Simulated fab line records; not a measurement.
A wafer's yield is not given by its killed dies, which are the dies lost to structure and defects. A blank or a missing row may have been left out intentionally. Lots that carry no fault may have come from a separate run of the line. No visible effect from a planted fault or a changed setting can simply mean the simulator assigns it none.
fab line records -- flow sky130 -- part 1 of 2: steps 1 to 42 of 43
[record] lots = 6, wafers = 18, lastDay = 50
route steps=708 shown VIA3@591 METAL4@598 CAP2M@603 PAD_OPEN@708
lots with no fault: from the same line, run without faults
startH: start of the lot's first displayed wafer, in hours after the record's first day -- waitH: time in hours since the lot's previous step -- " repeats the value in the row above -- L1.1+2: one row covering several wafers at once -- - no value, or no start given -- * or withheld: withheld -- < > ~ a bound
route shown NAME@n: NAME is a module with steps in the file, n the number in the route of the first one -- usual: the fault-free wafers' mean and standard deviation -- same: alike in all rows -- chamber/n: place in a boat -- sites: readings site by site -- _std_site: how widely they spread, as a standard deviation -- _edge_site: the outer-site mean with the inner-site mean subtracted -- radiusMm: for every site, how far away it sits from the centre of the wafer -- mask NAME#n: copy n -- behind: the last tool/chamber to shape the wafer -- hold: the reason the lot was held/the length of the hold in hours/how it ended -- device: whichever transistor did not switch (one of n, p or np) -- end of line: tests of these same wafers at the route's end -- a step with no rows: only its recipe -- killed: at the first sort, the dies lost to defects and structure; wafer yield is something else -- map: a wafer's dies, marking killed ones x, the rest . and places with no die _
set.NAME: the setting that was run; set.NAME@STEP: the one run at that earlier step -- model.NAME: the simulator's own value behind a step, which no gauge read
certain route steps with their lots: each step a table, each wafer a row
services: when a tool's chamber went out of use (startH, in hours from the record's first day, below 0 if earlier), for how many hours, and the reason
[[steps]]
[step SKY_VIA3_CLEAN_18]
[recipe] chemistry = IPA, timeS = 180, tempC = 25
[step SKY_VIA3_CLEAN_19]
[recipe] chemistry = O3/DIW, dry = n2Spin
[step SKY_VIA3_SPUTTER_20]
[recipe] material = TiN, targetThkNm = 20, chamberPressurePa = 5, powerW = 4000, timeS = 80
[usual] throttleValvePct = 30.2/1.3
lot.wafer,tool,chamber,startH,waitH,throttleValvePct
L167.1,pvdSputter-02,-,948.91,0.0,30.4
L167.3,pvdSputter-02,-,948.91,0.0,29.5
L167.6,pvdSputter-02,-,948.91,0.0,32.6
L169.2,pvdSputter-01,-,957.63,0.0,30.1
L169.5,pvdSputter-01,-,957.63,0.0,30.0
L169.6,pvdSputter-01,-,957.63,0.0,29.9
L175.1,pvdSputter-02,-,1004.62,0.0,32.3
L175.3,pvdSputter-02,-,1004.62,0.0,28.9
L175.4,pvdSputter-02,-,1004.62,0.0,30.5
L177.2,pvdSputter-03,-,1014.97,0.0,30.0
L177.4,pvdSputter-03,-,1014.97,0.0,27.9
L177.5,pvdSputter-03,-,1014.97,0.0,28.5
L185.2,pvdSputter-01,-,1081.76,0.0,30.2
L185.4,pvdSputter-01,-,1081.76,0.0,30.3
L185.6,pvdSputter-01,-,1081.76,0.0,30.1
L187.1,pvdSputter-02,-,1085.70,0.0,30.1
L187.2,pvdSputter-02,-,1085.70,0.0,28.8
L187.3,pvdSputter-02,-,1085.70,0.0,32.5
[step SKY_VIA3_CVD_21]
[recipe] material = W, targetThkNm = 390, timeS = 117.31, tempC = 400, pressureTorr = 40
[usual] heaterPowerW = 806/73
lot.wafer,tool,chamber,startH,waitH,heaterPowerW,sinceWetCleanH
L167.1,cvdW-02,1,948.97,0.0,800,31
L167.3,cvdW-02,0,948.97,0.0,773,-
L167.6,cvdW-02,1,948.97,0.0,803,-
L169.2,cvdW-02,0,957.69,0.0,790,40
L169.5,cvdW-02,0,957.69,0.0,767,-
L169.6,cvdW-02,1,957.69,0.0,792,-
L175.1,cvdW-01,0,1004.68,0.0,724,601
L175.3,cvdW-01,1,1004.68,0.0,917,-
L175.4,cvdW-01,0,1004.68,0.0,759,-
L177.2,cvdW-01,0,1015.03,0.0,748,611
L177.4,cvdW-01,1,1015.03,0.0,886,-
L177.5,cvdW-01,0,1015.03,0.0,717,-
L185.2,cvdW-01,0,1081.82,0.0,714,678
L185.4,cvdW-01,0,1081.82,0.0,733,-
L185.6,cvdW-01,1,1081.82,0.0,899,-
L187.1,cvdW-01,0,1085.76,0.0,733,682
L187.2,cvdW-01,1,1085.76,0.0,909,682
L187.3,cvdW-01,0,1085.76,0.0,746,-
[step SKY_VIA3_RS_MEAS_22]
[recipe] thkMeasGauge = four-point-probe, reads = W_of_VIA3_CVD_21+TiN_of_VIA3_SPUTTER_20
[usual] VIA3_W_RS = 0.293/0.0034
lot.wafer,tool,chamber,startH,waitH,VIA3_W_RS[ohm/sq]
L167.1,filmMetro-02,-,949.09,0.1,0.289
L167.3,filmMetro-02,-,949.09,0.1,0.291
L167.6,filmMetro-02,-,949.09,0.1,0.291
L169.2,filmMetro-02,-,957.83,0.1,0.291
L169.5,filmMetro-02,-,957.83,0.1,0.289
L169.6,filmMetro-02,-,957.83,0.1,0.293
L175.1,filmMetro-03,-,1004.80,0.1,0.295
L175.3,filmMetro-03,-,1004.80,0.1,0.296
L175.4,filmMetro-03,-,1004.80,0.1,0.295
L177.2,filmMetro-02,-,1015.17,0.1,0.293
L177.4,filmMetro-02,-,1015.17,0.1,0.292
L177.5,filmMetro-02,-,1015.17,0.1,0.298
L185.2,filmMetro-01,-,1081.96,0.1,0.294
L185.4,filmMetro-01,-,1081.96,0.1,0.294
L185.6,filmMetro-01,-,1081.96,0.1,0.291
L187.1,filmMetro-01,-,1085.88,0.1,0.297
L187.2,filmMetro-01,-,1085.88,0.1,0.294
L187.3,filmMetro-01,-,1085.88,0.1,0.298
[step SKY_VIA3_THK_MEAS_23]
[recipe] thkMeasGauge = xrf, reads = W_of_VIA3_CVD_21
[usual] VIA3_W_THK = 367/5.1
lot.wafer,tool,chamber,startH,waitH,VIA3_W_THK[nm]
L167.1,filmMetro-02,-,949.21,0.1,367
L167.3,filmMetro-02,-,949.21,0.1,364
L167.6,filmMetro-02,-,949.21,0.1,363
L169.2,filmMetro-02,-,957.94,0.1,364
L169.5,filmMetro-02,-,957.94,0.1,368
L169.6,filmMetro-02,-,957.94,0.1,363
L175.1,filmMetro-03,-,1004.92,0.1,365
L175.3,filmMetro-03,-,1004.92,0.1,365
L175.4,filmMetro-03,-,1004.92,0.1,367
L177.2,filmMetro-02,-,1015.28,0.1,363
L177.4,filmMetro-02,-,1015.28,0.1,365
L177.5,filmMetro-02,-,1015.28,0.1,360
L185.2,filmMetro-01,-,1082.07,0.1,368
L185.4,filmMetro-01,-,1082.07,0.1,369
L185.6,filmMetro-01,-,1082.07,0.1,373
L187.1,filmMetro-01,-,1086.00,0.1,364
L187.2,filmMetro-01,-,1086.00,0.1,366
L187.3,filmMetro-01,-,1086.00,0.1,365
[step SKY_VIA3_CMP_24]
[recipe] stopOn = SiO2, tOverpolishS = 20, downForcePsi = 3.5, platenRpm = 60, targetThkNm = 0, padVelocityMS = 0.94248
[step SKY_METAL4_SPUTTER_00]
[recipe] material = Ti, targetThkNm = 15, powerW = 3000, timeS = 10, chamberPressurePa = 0.4
[step SKY_METAL4_SPUTTER_01]
[recipe] material = TiN, targetThkNm = 20, powerW = 6500, timeS = 16.7, chamberPressurePa = 0.4
[step SKY_METAL4_SPUTTER_02]
[recipe] material = AlCu, targetThkNm = 735, powerW = 10600, timeS = 39.1, chamberPressurePa = 0.4
[usual] throttleValvePct = 29.9/1.4
lot.wafer,tool,chamber,startH,waitH,throttleValvePct
L167.1,pvdSputter-04,-,949.80,0.0,29.5
L167.3,pvdSputter-04,-,949.80,0.0,28.3
L167.6,pvdSputter-04,-,949.80,0.0,30.8
L169.2,pvdSputter-04,-,958.34,0.0,30.6
L169.5,pvdSputter-04,-,958.34,0.0,28.1
L169.6,pvdSputter-04,-,958.34,0.0,29.4
L175.1,pvdSputter-03,-,1009.33,0.0,30.1
L175.3,pvdSputter-03,-,1009.33,0.0,28.1
L175.4,pvdSputter-03,-,1009.33,0.0,32.0
L177.2,pvdSputter-03,-,1015.68,0.0,32.0
L177.4,pvdSputter-03,-,1015.68,0.0,28.3
L177.5,pvdSputter-03,-,1015.68,0.0,28.1
L185.2,pvdSputter-02,-,1082.47,0.0,32.4
L185.4,pvdSputter-02,-,1082.47,0.0,29.4
L185.6,pvdSputter-02,-,1082.47,0.0,32.7
L187.1,pvdSputter-02,-,1086.41,0.0,29.3
L187.2,pvdSputter-02,-,1086.41,0.0,30.2
L187.3,pvdSputter-02,-,1086.41,0.0,28.7
[step SKY_METAL4_SPUTTER_03]
[recipe] material = Ti, targetThkNm = 5, powerW = 3000, timeS = 3.3, chamberPressurePa = 0.4
[step SKY_METAL4_SPUTTER_04]
[recipe] material = TiN, targetThkNm = 70, powerW = 6647, timeS = 58.3, chamberPressurePa = 0.4
[step SKY_CAP2M_CVD_00]
[recipe] material = SiO2, targetThkNm = 15.5, tempC = 400, timeS = withheld, rfW = 450
[usual] heaterPowerW = 753/78
lot.wafer,tool,chamber,startH,waitH,heaterPowerW,model.SiO2_of_CAP2M_CVD_00.thkNm
L167.1,pecvd-03,1,949.90,0.0,610,15.54
L167.3,pecvd-03,2,949.90,0.0,835,15.22
L167.6,pecvd-03,0,949.90,0.0,799,15.75
L169.2,pecvd-01,0,958.45,0.0,796,15.35
L169.5,pecvd-01,2,958.45,0.0,720,15.69
L169.6,pecvd-01,1,958.45,0.0,710,15.66
L175.1,pecvd-01,1,1009.43,0.0,796,11.45
L175.3,pecvd-01,2,1009.43,0.0,618,11.71
L175.4,pecvd-01,1,1009.43,0.0,825,15.78
L177.2,pecvd-01,1,1015.78,0.0,748,11.6
L177.4,pecvd-01,2,1015.78,0.0,722,15.6
L177.5,pecvd-01,1,1015.78,0.0,760,15.54
L185.2,pecvd-03,2,1082.58,0.0,724,15.07
L185.4,pecvd-03,1,1082.58,0.0,678,15.52
L185.6,pecvd-03,2,1082.58,0.0,724,15.33
L187.1,pecvd-03,2,1086.52,0.0,781,15.03
L187.2,pecvd-03,1,1086.52,0.0,643,15.61
L187.3,pecvd-03,2,1086.52,0.0,788,15.32
[step SKY_CAP2M_THK_MEAS_01]
[recipe] reads = SiO2_of_CAP2M_CVD_00
[usual] CAP2M_CVD_00_THK = 15.53/0.21
lot.wafer,tool,chamber,startH,waitH,hold,CAP2M_CVD_00_THK[nm]
L167.1,filmMetro-04,-,949.93,-,-,15.47
L167.3,filmMetro-04,-,949.93,-,-,15.25
L167.6,filmMetro-04,-,949.93,-,-,15.77
L169.2,filmMetro-04,-,958.48,-,-,15.34
L169.5,filmMetro-04,-,958.48,-,-,15.71
L169.6,filmMetro-04,-,958.48,-,-,15.65
L175.1,filmMetro-03,-,1009.46,-,awaitDispo/0.2h/release,11.47
L175.3,filmMetro-03,-,1009.46,-,awaitDispo/0.2h/release,11.69
L175.4,filmMetro-03,-,1009.46,-,awaitDispo/0.2h/release,15.78
L175.1,filmMetro-03,-,1009.75,0.3,-,11.44
L175.3,filmMetro-03,-,1009.75,0.3,-,11.69
L175.4,filmMetro-03,-,1009.75,0.3,-,15.74
L177.2,filmMetro-04,-,1015.82,-,awaitDispo/0.2h/release,11.60
L177.4,filmMetro-04,-,1015.82,-,awaitDispo/0.2h/release,15.60
L177.5,filmMetro-04,-,1015.82,-,awaitDispo/0.2h/release,15.52
L177.2,filmMetro-04,-,1016.12,0.3,-,11.64
L177.4,filmMetro-04,-,1016.12,0.3,-,15.61
L177.5,filmMetro-04,-,1016.12,0.3,-,15.53
L185.2,filmMetro-04,-,1082.62,-,-,15.01
L185.4,filmMetro-04,-,1082.62,-,-,15.48
L185.6,filmMetro-04,-,1082.62,-,-,15.33
L187.1,filmMetro-03,-,1086.55,-,-,15.01
L187.2,filmMetro-03,-,1086.55,-,-,15.61
L187.3,filmMetro-03,-,1086.55,-,-,15.34
[step SKY_CAP2M_RS_MEAS_03]
[recipe] thkMeasGauge = four-point-probe, reads = TiN_of_CAP2M_SPUTTER_02
[usual] CAP2M_TIN_RS = 6.91/0.067
lot.wafer,tool,chamber,startH,waitH,CAP2M_TIN_RS[ohm/sq]
L167.1,filmMetro-03,-,950.09,0.1,6.90
L167.3,filmMetro-03,-,950.09,0.1,6.96
L167.6,filmMetro-03,-,950.09,0.1,6.88
L169.2,filmMetro-04,-,958.66,0.1,6.94
L169.5,filmMetro-04,-,958.66,0.1,6.93
L169.6,filmMetro-04,-,958.66,0.1,6.91
L175.1,filmMetro-03,-,1011.64,0.1,6.88
L175.3,filmMetro-03,-,1011.64,0.1,6.88
L175.4,filmMetro-03,-,1011.64,0.1,6.91
L177.2,filmMetro-03,-,1019.10,0.1,6.88
L177.4,filmMetro-03,-,1019.10,0.1,6.88
L177.5,filmMetro-03,-,1019.10,0.1,6.91
L185.2,filmMetro-02,-,1082.80,0.1,6.96
L185.4,filmMetro-02,-,1082.80,0.1,6.96
L185.6,filmMetro-02,-,1082.80,0.1,6.97
L187.1,filmMetro-04,-,1086.72,0.1,6.89
L187.2,filmMetro-04,-,1086.72,0.1,6.88
L187.3,filmMetro-04,-,1086.72,0.1,6.93
[step SKY_CAP2M_THK_MEAS_04]
[recipe] thkMeasGauge = xrf, reads = TiN_of_CAP2M_SPUTTER_02
[usual] CAP2M_TIN_THK = 196.4/2.2
lot.wafer,tool,chamber,startH,waitH,CAP2M_TIN_THK[nm]
L167.1,filmMetro-03,-,950.21,0.1,196.0
L167.3,filmMetro-03,-,950.21,0.1,194.3
L167.6,filmMetro-03,-,950.21,0.1,196.2
L169.2,filmMetro-04,-,958.77,0.1,195.8
L169.5,filmMetro-04,-,958.77,0.1,197.6
L169.6,filmMetro-04,-,958.77,0.1,197.5
L175.1,filmMetro-03,-,1011.76,0.1,199.1
L175.3,filmMetro-03,-,1011.76,0.1,198.6
L175.4,filmMetro-03,-,1011.76,0.1,197.2
L177.2,filmMetro-03,-,1019.32,0.2,199.0
L177.4,filmMetro-03,-,1019.32,0.2,198.7
L177.5,filmMetro-03,-,1019.32,0.2,197.4
L185.2,filmMetro-02,-,1082.91,0.1,193.4
L185.4,filmMetro-02,-,1082.91,0.1,194.3
L185.6,filmMetro-02,-,1082.91,0.1,193.2
L187.1,filmMetro-04,-,1086.84,0.1,197.3
L187.2,filmMetro-04,-,1086.84,0.1,197.3
L187.3,filmMetro-04,-,1086.84,0.1,195.1
[step SKY_CAP2M_DEHYDRATE_05]
[recipe] tempC = 200, timeS = 60
[step SKY_CAP2M_HMDS_06]
[recipe] primeTimeS = 60, primeTempC = 120
[step SKY_CAP2M_COAT_07]
[recipe] resist = NOVOLAK, spinRpm = 3000, resistThkNm = 1140
[step SKY_CAP2M_SOFTBAKE_08]
[recipe] tempC = 90, timeS = 60, resist = NOVOLAK
[step SKY_CAP2M_EXPOSE_09]
[recipe] maskId = CAP2M, na = 0.6, sourceShape = conventional, sigmaOuter = 0.6, polarization = unpolarized, targetCdNm = 1000, doseMj = 159
[step SKY_CAP2M_PEB_10]
[recipe] tempC = withheld, timeS = *, resist = NOVOLAK
[step SKY_CAP2M_DEVELOP_11]
[recipe] resist = NOVOLAK, developer = TMAH, developTimeS = 60, devTempC = 23
[step SKY_CAP2M_OVL_MEAS_12]
[usual] CAP2M_OVL = -1.3/1.4
lot.wafer,tool,chamber,startH,waitH,CAP2M_OVL[nm]
L167.1,overlay-02,-,973.55,0.1,-1.1
L167.3,overlay-02,-,973.55,0.1,-2.8
L167.6,overlay-02,-,973.55,0.1,-2.8
L169.2,overlay-02,-,982.04,0.1,-1.5
L169.5,overlay-02,-,982.04,0.1,-1.8
L169.6,overlay-02,-,982.04,0.1,-2.5
L175.1,overlay-01,-,1030.55,0.1,0.0
L175.3,overlay-01,-,1030.55,0.1,-0.2
L175.4,overlay-01,-,1030.55,0.1,-0.6
L177.2,overlay-01,-,1037.70,0.1,-1.8
L177.4,overlay-01,-,1037.70,0.1,-1.6
L177.5,overlay-01,-,1037.70,0.1,-1.3
L185.2,overlay-01,-,1102.25,0.1,-2.0
L185.4,overlay-01,-,1102.25,0.1,-2.4
L185.6,overlay-01,-,1102.25,0.1,-1.0
L187.1,overlay-02,-,1107.09,0.1,-2.8
L187.2,overlay-02,-,1107.09,0.1,-1.2
L187.3,overlay-02,-,1107.09,0.1,-1.9
[step SKY_CAP2M_METAL_ETCH_13]
[recipe] targetDepthNm = 220, stopOn = SiO2, chemistry = Cl2/BCl3, target = TiN, pressureMtorr = 10, icpW = 900, biasW = 48.5, Cl2_flow_sccm = 60, bcl3FlowSccm = 30, timeS = 62.9
[usual] drypumpMotorCurrentA = 5.6/0.53, oesProductAu = 0.941/0.0074, throttleValvePct = 21.901/0.0094
lot.wafer,tool,chamber,startH,waitH,drypumpMotorCurrentA,oesProductAu,rfHoursCounterH,throttleValvePct
L167.1,rieMetal-04,0,973.58,0.0,5.9,0.944,5,21.887
L167.3,rieMetal-04,1,973.58,0.0,5.1,0.938,-,21.920
L167.6,rieMetal-04,0,973.58,0.0,5.8,0.944,-,21.907
L169.2,rieMetal-04,0,982.08,0.0,5.8,0.942,5,21.904
L169.5,rieMetal-04,1,982.08,0.0,5.2,0.932,-,21.917
L169.6,rieMetal-04,0,982.08,0.0,5.9,0.943,-,21.914
L175.1,rieMetal-04,1,1030.58,0.0,5.2,0.937,8,21.913
L175.3,rieMetal-04,0,1030.58,0.0,5.9,0.942,-,21.904
L175.4,rieMetal-04,1,1030.58,0.0,5.2,0.944,-,21.897
L177.2,rieMetal-04,1,1037.73,0.0,5.2,0.946,8,21.899
L177.4,rieMetal-04,1,1037.73,0.0,5.2,0.941,-,21.885
L177.5,rieMetal-04,1,1037.73,0.0,5.2,0.944,-,21.888
L185.2,rieMetal-03,0,1102.28,0.0,6.4,0.943,16,21.898
L185.4,rieMetal-03,0,1102.28,0.0,6.4,0.934,-,21.909
L185.6,rieMetal-03,1,1102.28,0.0,4.7,0.936,-,21.916
L187.1,rieMetal-04,1,1107.13,0.0,5.2,0.946,13,21.902
L187.2,rieMetal-04,0,1107.13,0.0,5.9,0.946,12,21.899
L187.3,rieMetal-04,1,1107.13,0.0,5.1,0.937,-,21.899
[step SKY_CAP2M_STRIP_14]
[recipe] chemistry = O2/N2, powerW = 1400, pressureMtorr = 1500, platenTempC = withheld, o2FlowSccm = 3000, n2FlowSccm = 300, overashFraction = 0.5
[usual] drypumpMotorCurrentA = 5.8/0.43, n2FlowSccm = 299.9/0.87, oesProductAu = 0.710/0.0046, stripTimeToEndpointS = 12.64/0.035
lot.wafer,tool,chamber,startH,waitH,drypumpMotorCurrentA,n2FlowSccm,oesProductAu,rfHoursCounterH,stripTimeToEndpointS
L167.1,plasmaAsher-02,0,973.69,0.1,6.1,298.8,0.712,23,12.65
L167.3,plasmaAsher-02,0,973.69,0.1,6.1,299.4,0.710,-,12.63
L167.6,plasmaAsher-02,0,973.69,0.1,6.0,299.9,0.703,-,12.66
L169.2,plasmaAsher-04,0,982.15,0.1,6.3,298.1,0.706,87,12.65
L169.5,plasmaAsher-04,1,982.15,0.1,5.8,299.9,0.713,-,12.65
L169.6,plasmaAsher-04,0,982.15,0.1,6.3,298.9,0.708,-,12.64
L175.1,plasmaAsher-04,1,1030.66,0.1,5.8,300.6,0.707,92,12.65
L175.3,plasmaAsher-04,1,1030.66,0.1,5.8,300.6,0.709,-,12.66
L175.4,plasmaAsher-04,0,1030.66,0.1,6.2,299.6,0.708,-,12.70
L177.2,plasmaAsher-03,1,1037.80,0.1,6.1,300.5,0.715,58,12.60
L177.4,plasmaAsher-03,0,1037.80,0.1,5.0,299.4,0.719,-,12.61
L177.5,plasmaAsher-03,1,1037.80,0.1,6.1,300.8,0.710,-,12.61
L185.2,plasmaAsher-04,0,1102.38,0.1,6.2,300.5,0.708,99,12.65
L185.4,plasmaAsher-04,1,1102.38,0.1,5.8,300.8,0.714,-,12.64
L185.6,plasmaAsher-04,1,1102.38,0.1,5.8,299.8,0.704,-,12.62
L187.1,plasmaAsher-03,0,1107.21,0.1,5.0,299.0,0.708,65,12.65
L187.2,plasmaAsher-03,1,1107.21,0.1,6.1,299.7,0.708,65,12.70
L187.3,plasmaAsher-03,0,1107.21,0.1,5.0,299.9,0.707,-,12.69
[step SKY_CAP2M_STRIP_15]
[recipe] chemistry = postEtchResidueRemover, timeS = 1200, tempC = 72.5
[step SKY_CAP2M_CLEAN_16]
[recipe] chemistry = IPA, timeS = 180, tempC = 25
[step SKY_CAP2M_CLEAN_17]
[recipe] chemistry = O3/DIW, dry = n2Spin
[step SKY_METAL4_DEHYDRATE_05]
[recipe] tempC = 200, timeS = 60
[step SKY_METAL4_HMDS_06]
[recipe] primeTimeS = 60, primeTempC = 120
[step SKY_METAL4_COAT_07]
[recipe] resist = BARC, tempC = withheld, timeS = withheld, spinRpm = 3000, resistThkNm = 60
[step SKY_METAL4_COAT_08]
[recipe] resist = KrF-thick, spinRpm = 3000, resistThkNm = 1140
[step SKY_METAL4_SOFTBAKE_09]
[recipe] tempC = 99.17, timeS = 90, resist = KrF-thick
[step SKY_METAL4_EXPOSE_10]
[recipe] maskId = MM4, na = 0.68, sourceShape = annular, sigmaInner = 0.4, sigmaOuter = 0.8, targetCdNm = 300, doseMj = 28
[step SKY_METAL4_PEB_11]
[recipe] pebTempC = withheld, pebTimeS = withheld, resist = KrF-thick
[step SKY_METAL4_DEVELOP_12]
[recipe] developTimeS = 60, resist = KrF-thick, devTempC = 21
[step SKY_METAL4_CD_MEAS_13]
[recipe] targetCdNm = 300
[usual] cdNm = 300.3/1.5
lot.wafer,tool,chamber,startH,waitH,cdNm
L167.1,cdSem-02,-,997.34,-,301.6
L167.3,cdSem-02,-,997.34,-,298.7
L167.6,cdSem-02,-,997.34,-,302.1
L169.2,cdSem-01,-,1007.21,-,300.7
L169.5,cdSem-01,-,1007.21,-,298.6
L169.6,cdSem-01,-,1007.21,-,299.0
L175.1,cdSem-02,-,1052.25,-,300.5
L175.3,cdSem-02,-,1052.25,-,300.1
L175.4,cdSem-02,-,1052.25,-,299.5
L177.2,cdSem-01,-,1060.21,-,296.7
L177.4,cdSem-01,-,1060.21,-,298.4
L177.5,cdSem-01,-,1060.21,-,299.1
L185.2,cdSem-02,-,1123.56,-,300.1
L185.4,cdSem-02,-,1123.56,-,300.8
L185.6,cdSem-02,-,1123.56,-,300.2
L187.1,cdSem-01,-,1127.85,-,301.2
L187.2,cdSem-01,-,1127.85,-,301.4
L187.3,cdSem-01,-,1127.85,-,300.0
[step SKY_METAL4_OVL_MEAS_14]
[usual] METAL4_OVL = 3/6.5
lot.wafer,tool,chamber,startH,waitH,METAL4_OVL[nm]
L167.1,overlay-01,-,997.46,0.1,5
L167.3,overlay-01,-,997.46,0.1,-1
L167.6,overlay-01,-,997.46,0.1,7
L169.2,overlay-02,-,1007.31,0.1,11
L169.5,overlay-02,-,1007.31,0.1,10
L169.6,overlay-02,-,1007.31,0.1,15
L175.1,overlay-02,-,1052.40,0.1,6
L175.3,overlay-02,-,1052.40,0.1,9
L175.4,overlay-02,-,1052.40,0.1,9
L177.2,overlay-01,-,1060.31,0.1,2
L177.4,overlay-01,-,1060.31,0.1,1
L177.5,overlay-01,-,1060.31,0.1,1
L185.2,overlay-02,-,1123.67,0.1,11
L185.4,overlay-02,-,1123.67,0.1,8
L185.6,overlay-02,-,1123.67,0.1,7
L187.1,overlay-01,-,1127.97,0.1,-8
L187.2,overlay-01,-,1127.97,0.1,-8
L187.3,overlay-01,-,1127.97,0.1,-3
[step SKY_METAL4_DESCUM_15]
[recipe] chemistry = O2, sourcePowerW = 150, biasPowerW = 0, pressureMtorr = 10, tempC = 40, timeS = 8
[step SKY_METAL4_ETCH_16]
[recipe] chemistry = N2/H2, target = BARC, ionEnergyEv = 200, biasW = 100, pressureMtorr = 30, n2FlowSccm = 100, h2FlowSccm = 200, icpW = 500, stopOn = SiO2, timeS = 88.2, targetDepthA = 600
[step SKY_METAL4_ETCH_17]
[recipe] target = SiO2, stopOn = TiN, chemistry = C4F8/O2/Ar, sourceW = 1500, biasW = 1200, pressureMtorr = 40, c4f8FlowSccm = withheld, O2_flow_sccm = 6, Ar_flow_sccm = 300, timeS = 3.9, targetDepthA = 150
[usual] oesProductAu = 0.755/0.007
lot.wafer,tool,chamber,startH,waitH,oesProductAu,rfHoursCounterH,model.etch.depthNm
L167.1,rieDiel-01,0,997.67,0.1,0.753,15,15.54
L167.3,rieDiel-01,0,997.67,0.1,0.738,-,15.22
L167.6,rieDiel-01,3,997.67,0.1,0.764,-,15.75
L169.2,rieDiel-02,2,1007.47,0.1,0.758,8,15.35
L169.5,rieDiel-02,0,1007.47,0.1,0.758,-,15.69
L169.6,rieDiel-02,3,1007.47,0.1,0.756,-,15.66
L175.1,rieDiel-03,2,1052.56,0.1,0.651,7,11.45
L175.3,rieDiel-03,3,1052.56,0.1,0.661,13,11.71
L175.4,rieDiel-03,0,1052.56,0.1,0.766,21,15.78
L177.2,rieDiel-03,1,1060.47,0.1,0.660,7,11.6
L177.4,rieDiel-03,3,1060.47,0.1,0.751,13,15.6
L177.5,rieDiel-03,1,1060.47,0.1,0.756,-,15.54
L185.2,rieDiel-03,1,1123.83,0.1,0.748,9,15.07
L185.4,rieDiel-03,2,1123.83,0.1,0.751,10,15.52
L185.6,rieDiel-03,3,1123.83,0.1,0.746,-,15.33
L187.1,rieDiel-01,2,1128.13,0.1,0.741,16,15.03
L187.2,rieDiel-01,1,1128.13,0.1,0.748,20,15.61
L187.3,rieDiel-01,3,1128.13,0.1,0.752,17,15.32
[[key]]
[firstSign] step = SKY_CAP2M_THK_MEAS_01, reading = visit, direction = added
[effect] step = SKY_CAP2M_THK_MEAS_01, reading = CAP2M_CVD_00_THK, direction = down, sigmas = 19, usual = 15.53, struck = 11.59
[effect] step = SKY_METAL4_ETCH_17, reading = oesProductAu, direction = down, sigmas = 14, usual = 0.755, struck = 0.657
[modelEffect] step = SKY_CAP2M_CVD_00, value = SiO2_of_CAP2M_CVD_00.thkNm, without = 15.43, struck = 11.59
[modelEffect] step = SKY_METAL4_ETCH_17, value = etch.depthNm, without = 15.43, struck = 11.59
[modelEffect] step = SKY_PAD_OPEN_PROBE_99, value = etest.tester.sortNPass, without = 410, struck = 168
metAt SKY_CAP2M_CVD_00
struckWafers L175.1,L175.3,L177.2
onsetBetween 958.45 1009.43
[fault] kind = processParameterDrift, tool = pecvd-01, chamber = -, onsetH = 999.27, steps = SKY_CAP2M_CVD_00, channel = targetThkNm, offset = -3.8701, shape = step, endH = 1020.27, scope = struckWafersOnly, actsIn = theseRecipesOnly, stated = 15.5
